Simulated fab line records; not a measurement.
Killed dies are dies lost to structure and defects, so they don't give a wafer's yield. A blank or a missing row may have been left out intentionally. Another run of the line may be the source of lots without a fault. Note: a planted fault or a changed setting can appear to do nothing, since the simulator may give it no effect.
Which tool was responsible? -- flow sky130 -- Sampling: 24 lots, 72 wafers, 6 of 708 route steps

== WHAT THE GAUGES READ, wafer by wafer ==
SKY_VIA2_OVL_MEAS_13.
lot,measured,on,VIA2_OVL (nm)
L074,day 36 00:20,overlay-01,4 5 -2
L075,day 36 18:28,overlay-01,6 6 1
L076,day 36 19:29,overlay-01,11 6 8
L077,day 37 09:21,overlay-01,8 -17 -2
L078,day 38 14:31,overlay-02,5 11 15
L079,day 38 14:51,overlay-01,1 11 2
L080,day 38 15:11,overlay-02,8 6 8
L081,day 38 17:03,overlay-01,6 4 4
L082,day 38 21:39,overlay-02,-4 1 4
L083,day 39 06:35,overlay-02,7 3 -6
L084,day 39 18:47,overlay-01,2 4 9
L086,day 40 03:24,overlay-02,-1 3 6
L085,day 40 05:08,overlay-02,6 5 3
L087,day 40 13:38,overlay-01,7 9 -1
L088,day 40 14:35,overlay-02,7 9 5
L089,day 41 09:53,overlay-01,6 -9 -1
L090,day 41 15:52,overlay-02,-4 2 3
L091,day 41 21:08,overlay-01,-1 -3 6
L092,day 42 00:17,overlay-02,13 8 2
L093,day 42 02:08,overlay-01,7 -4 7
L094,day 42 09:29,overlay-02,17 5 12
L095,day 42 15:24,overlay-02,3 -9 9
L097,day 43 15:08,overlay-02,-9 1 -2
L096,day 44 16:53,overlay-01,18 12 4

SKY_VIA3_CD_MEAS_12: target cd 200 nm.
lot,measured,on,cd nm (nm)
L074,day 39 08:03,cd sem-01,201.5 201.4 202.5
L075,day 40 02:23,cd sem-02,199.2 199.8 199.7
L076,day 40 03:20,cd sem-01,201.4 202.8 201.5
L077,day 40 16:59,cd sem-01,198.7 199.0 196.9
L078,day 41 18:10,cd sem-02,198.7 199.8 199.4
L079,day 41 20:44,cd sem-02,201.6 203.0 201.3
L080,day 41 21:22,cd sem-02,204.5 202.1 204.4
L081,day 41 22:40,cd sem-01,201.4 199.0 200.0
L082,day 42 02:28,cd sem-01,201.3 201.8 198.6
L083,day 42 10:01,cd sem-01,199.9 201.4 201.8
L084,day 42 23:25,cd sem-02,201.5 201.7 200.3
L086,day 43 06:08,cd sem-01,200.2 200.4 201.0
L085,day 43 06:49,cd sem-01,199.9 200.3 200.3
L087,day 43 16:24,cd sem-02,200.6 201.3 200.3
L088,day 43 17:54,cd sem-02,197.2 197.7 198.9
L089,day 44 11:17,cd sem-01,200.3 201.4 200.0
L090,day 44 17:48,cd sem-01,202.3 199.7 200.0
L091,day 44 21:51,cd sem-01,197.4 197.9 198.0
L092,day 45 01:29,cd sem-02,202.2 203.0 202.4
L093,day 45 02:33,cd sem-01,201.1 201.7 201.4
L094,day 45 08:08,cd sem-01,199.2 201.8 199.8
L095,day 45 14:41,cd sem-01,200.7 199.8 200.3
L097,day 46 10:59,cd sem-01,200.6 199.9 199.9
L096,day 47 12:32,cd sem-01,199.8 202.1 200.3

== WHAT TOOL EACH LOT RAN ON (gives the tool, then ch and the chambers of the sampled wafers, and finally the start) ==
lot,SKY_LI_CONTACT_STRIP_16,SKY_LI_CONTACT_CMP_24,SKY_CONTACT_SPUTTER_23,SKY_METAL2_ETCH_18
L074,"plasma asher-03 ch 0,1, day 28 19:31","cmp-01 ch 2,3, day 28 20:15","pvd sputter-01, day 31 08:01","rie metal-03 ch 0,1, day 34 20:55"
L075,"plasma asher-03 ch 0,1, day 29 14:29","cmp-02 ch 0,3, day 29 15:11","pvd sputter-01, day 32 01:59","rie metal-02 ch 0,1, day 35 14:49"
L076,"plasma asher-03 ch 0,1, day 29 17:04","cmp-02 ch 1,2,3, day 29 17:51","pvd sputter-01, day 32 05:03","rie metal-03 ch 0,1, day 35 16:34"
L077,"plasma asher-01 ch 0,1, day 30 06:53","cmp-02 ch 0,1,3, day 30 07:45","pvd sputter-02, day 32 18:23","rie metal-01 ch 0,1, day 36 05:34"
L078,"plasma asher-01 ch 0,1, day 31 14:59","cmp-02 ch 1,2, day 31 15:44","pvd sputter-01, day 34 00:01","rie metal-01 ch 0,1, day 37 10:43"
L079,"plasma asher-01 ch 0,1, day 31 16:09","cmp-02 ch 0,3, day 31 16:54","pvd sputter-04, day 34 01:14","rie metal-03 ch 0,1, day 37 11:04"
L080,"plasma asher-01 ch 0,1, day 31 16:15","cmp-01 ch 1,3, day 31 17:02","pvd sputter-02, day 34 01:35","rie metal-02 ch 0, day 37 11:25"
L081,"plasma asher-01 ch 0,1, day 31 16:58","cmp-01 ch 0,3, day 31 17:40","pvd sputter-04, day 34 02:54","rie metal-02 ch 0,1, day 37 13:31"
L082,"plasma asher-04 ch 0,1, day 31 23:02","cmp-02 ch 2,3, day 31 23:45","pvd sputter-01, day 34 08:36","rie metal-02 ch 0,1, day 37 18:23"
L083,"plasma asher-01 ch 0,1, day 32 08:31","cmp-02 ch 0,2,3, day 32 09:15","pvd sputter-02, day 34 17:22","rie metal-02 ch 0, day 38 03:37"
L084,"plasma asher-04 ch 0, day 32 21:37","cmp-02 ch 2,3, day 32 22:24","pvd sputter-01, day 35 05:54","rie metal-03 ch 0, day 38 15:52"
L086,"plasma asher-03 ch 0,1, day 33 03:49","cmp-02 ch 0,3, day 33 04:33","pvd sputter-02, day 35 14:19","rie metal-02 ch 0,1, day 39 00:37"
L085,"plasma asher-04 ch 0,1, day 33 08:49","cmp-02 ch 0,1,2, day 33 09:41","pvd sputter-04, day 35 17:41","rie metal-01 ch 0,1, day 39 03:19"
L087,"plasma asher-04 ch 0,1, day 33 17:42","cmp-02 ch 0,2,3, day 33 18:29","pvd sputter-04, day 36 02:02","rie metal-02 ch 0,1, day 39 11:01"
L088,"plasma asher-01 ch 0,1, day 33 18:03","cmp-01 ch 0,3, day 33 18:47","pvd sputter-02, day 36 02:57","rie metal-03 ch 0,1, day 39 12:24"
L089,"plasma asher-01 ch 0,1, day 34 14:49","cmp-01 ch 0,1,3, day 34 15:39","pvd sputter-01, day 36 22:14","rie metal-01 ch 0,1, day 40 07:34"
L090,"plasma asher-04 ch 0,1, day 34 22:31","cmp-01 ch 0,1,3, day 34 23:15","pvd sputter-01, day 37 05:48","rie metal-01 ch 0,1, day 40 14:22"
L091,"plasma asher-04 ch 0,1, day 35 04:27","cmp-02 ch 0,2,3, day 35 05:15","pvd sputter-04, day 37 11:03","rie metal-02 ch 1, day 40 18:03"
L092,"plasma asher-03 ch 0, day 35 10:01","cmp-01 ch 0,2, day 35 10:45","pvd sputter-02, day 37 15:52","rie metal-03 ch 0,1, day 40 22:34"
L093,"plasma asher-01 ch 0,1, day 35 10:58","cmp-01 ch 1,3, day 35 11:46","pvd sputter-01, day 37 17:23","rie metal-02 ch 0,1, day 41 00:04"
L094,"plasma asher-03 ch 0,1, day 35 17:43","cmp-02 ch 0,2,3, day 35 18:27","pvd sputter-01, day 38 01:29","rie metal-02 ch 0,1, day 41 08:13"
L095,"plasma asher-01 ch 0,1, day 36 01:01","cmp-02 ch 1,2, day 36 01:49","pvd sputter-04, day 38 08:07","rie metal-03 ch 0,1, day 41 15:16"
L097,"plasma asher-01 ch 0,1, day 37 03:40","cmp-01 ch 0,1,2, day 37 04:24","pvd sputter-01, day 39 10:39","rie metal-02 ch 0,1, day 42 14:54"
L096,"plasma asher-03 ch 0,1, day 38 09:03","cmp-01 ch 0,1,2, day 38 09:48","pvd sputter-04, day 40 14:21","rie metal-03 ch 0,1, day 43 17:01"
- SKY_LI_CONTACT_STRIP_16: strips in O2/N2.
- SKY_LI_CONTACT_CMP_24: polishes, stops on PSG, t overpolish 20 s, target thk 0 nm.
- SKY_CONTACT_SPUTTER_23: material TiN, target thk 20 nm, time 80 s.
- SKY_METAL2_ETCH_18: etches BARC in N2/H2, stops on SiO2, time 45.9 s, target depth 60 nm.

== AS READ BY THE TOOLS THEMSELVES (means over the sampled wafers that have a number; for cases with no such wafer, the mark the record gives instead) ==
SKY_LI_CONTACT_STRIP_16.
lot,tool,drypump motor current A (A),oes product au (a.u.),strip time to endpoint s (s)
L074,plasma asher-03,6.1,0.376,3.478
L075,plasma asher-03,6.1,0.373,3.515
L076,plasma asher-03,6.1,0.371,3.493
L077,plasma asher-01,6.1,0.379,3.499
L078,plasma asher-01,5.8,0.375,3.516
L079,plasma asher-01,6.1,0.375,3.501
L080,plasma asher-01,5.8,0.379,3.533
L081,plasma asher-01,5.8,0.374,3.509
L082,plasma asher-04,5.4,0.379,3.452
L083,plasma asher-01,6.1,0.374,3.486
L084,plasma asher-04,5.1,0.377,3.538
L086,plasma asher-03,6.1,0.375,3.522
L085,plasma asher-04,5.4,0.379,3.491
L087,plasma asher-04,5.4,0.374,3.536
L088,plasma asher-01,5.8,0.377,3.475
L089,plasma asher-01,5.8,0.375,3.495
L090,plasma asher-04,5.4,0.379,3.538
L091,plasma asher-04,5.4,0.378,3.494
L092,plasma asher-03,5.4,0.378,3.479
L093,plasma asher-01,5.8,0.375,3.468
L094,plasma asher-03,6.1,0.378,3.515
L095,plasma asher-01,6.0,0.379,3.483
L097,plasma asher-01,6.1,0.365,3.474
L096,plasma asher-03,5.7,0.378,3.495

SKY_LI_CONTACT_CMP_24.
lot,tool,motor current A (A),overpolish run s (s),time to endpoint s (s)
L074,cmp-01,12.0,20.004,95
L075,cmp-02,12.4,20.006,102
L076,cmp-02,11.0,20.004,100
L077,cmp-02,12.0,20.007,98
L078,cmp-02,10.7,19.999,91
L079,cmp-02,12.4,20.004,100
L080,cmp-01,12.0,20.001,91
L081,cmp-01,12.3,20.002,91
L082,cmp-02,11.5,19.993,100
L083,cmp-02,11.6,20.003,101
L084,cmp-02,11.5,20.000,102
L086,cmp-02,12.0,19.991,97
L085,cmp-02,11.4,20.007,102
L087,cmp-02,11.8,20.000,99
L088,cmp-01,13.0,20.005,93
L089,cmp-01,12.4,20.001,91
L090,cmp-01,12.3,19.998,93
L091,cmp-02,12.0,19.998,94
L092,cmp-01,13.1,19.997,91
L093,cmp-01,11.7,20.001,92
L094,cmp-02,11.8,19.997,93
L095,cmp-02,11.0,19.999,95
L097,cmp-01,12.3,19.986,94
L096,cmp-01,12.6,20.003,96

SKY_CONTACT_SPUTTER_23.
lot,tool,throttle valve pct (%)
L074,pvd sputter-01,30.3
L075,pvd sputter-01,29.9
L076,pvd sputter-01,30.1
L077,pvd sputter-02,31.2
L078,pvd sputter-01,29.7
L079,pvd sputter-04,29.3
L080,pvd sputter-02,30.8
L081,pvd sputter-04,29.4
L082,pvd sputter-01,30.3
L083,pvd sputter-02,31.1
L084,pvd sputter-01,30.1
L086,pvd sputter-02,30.0
L085,pvd sputter-04,29.8
L087,pvd sputter-04,30.3
L088,pvd sputter-02,29.4
L089,pvd sputter-01,30.0
L090,pvd sputter-01,29.9
L091,pvd sputter-04,29.8
L092,pvd sputter-02,31.0
L093,pvd sputter-01,29.9
L094,pvd sputter-01,30.2
L095,pvd sputter-04,29.4
L097,pvd sputter-01,29.9
L096,pvd sputter-04,30.0

SKY_METAL2_ETCH_18.
lot,tool,drypump motor current A (A),oes product au (a.u.),throttle valve pct (%)
L074,rie metal-03,6.16,0.852,13.226
L075,rie metal-02,5.91,0.858,13.228
L076,rie metal-03,6.04,0.859,13.229
L077,rie metal-01,5.64,0.855,13.229
L078,rie metal-01,5.65,0.854,13.230
L079,rie metal-03,6.06,0.857,13.225
L080,rie metal-02,6.28,0.853,13.228
L081,rie metal-02,5.90,0.857,13.232
L082,rie metal-02,5.90,0.850,13.218
L083,rie metal-02,6.31,0.852,13.238
L084,rie metal-03,6.26,0.846,13.226
L086,rie metal-02,6.11,0.853,13.223
L085,rie metal-01,5.68,0.855,13.218
L087,rie metal-02,6.11,0.853,13.213
L088,rie metal-03,6.06,0.854,13.229
L089,rie metal-01,5.86,0.856,13.216
L090,rie metal-01,5.82,0.856,13.219
L091,rie metal-02,5.69,0.853,13.227
L092,rie metal-03,6.16,0.855,13.223
L093,rie metal-02,6.11,0.847,13.233
L094,rie metal-02,6.10,0.850,13.214
L095,rie metal-03,6.14,0.848,13.230
L097,rie metal-02,5.90,0.855,13.224
L096,rie metal-03,6.15,0.856,13.222

== THE ANSWER, worked out from the rows above alone ==
Rule: the usual values come from the lots themselves. The widest of any qualifying gaps counts: lots, ordered by their means at a reading, are off when they make up no more than a third of the lots, leave a main group of 4 or more, and stand apart from it by 3 or more times the standard deviation of that group's means. A main group whose means are all the same, to the digits that the tables above print for the reading, isn't used. Also off: a lot with no number at a reading for which 4 or more lots have one. Any other lot the step has rows for is counted as sound. First the gauges in route order, then the tools' own readings, where a lot's mean is used as printed above. At the first step where some lot is off, the reading lying furthest off is the one used; lots without a number count as furthest.
No lot is off on any of the readings shown, so nothing can be concluded from this.

== WHAT HAD BEEN PUT IN BY THE SIMULATOR ==
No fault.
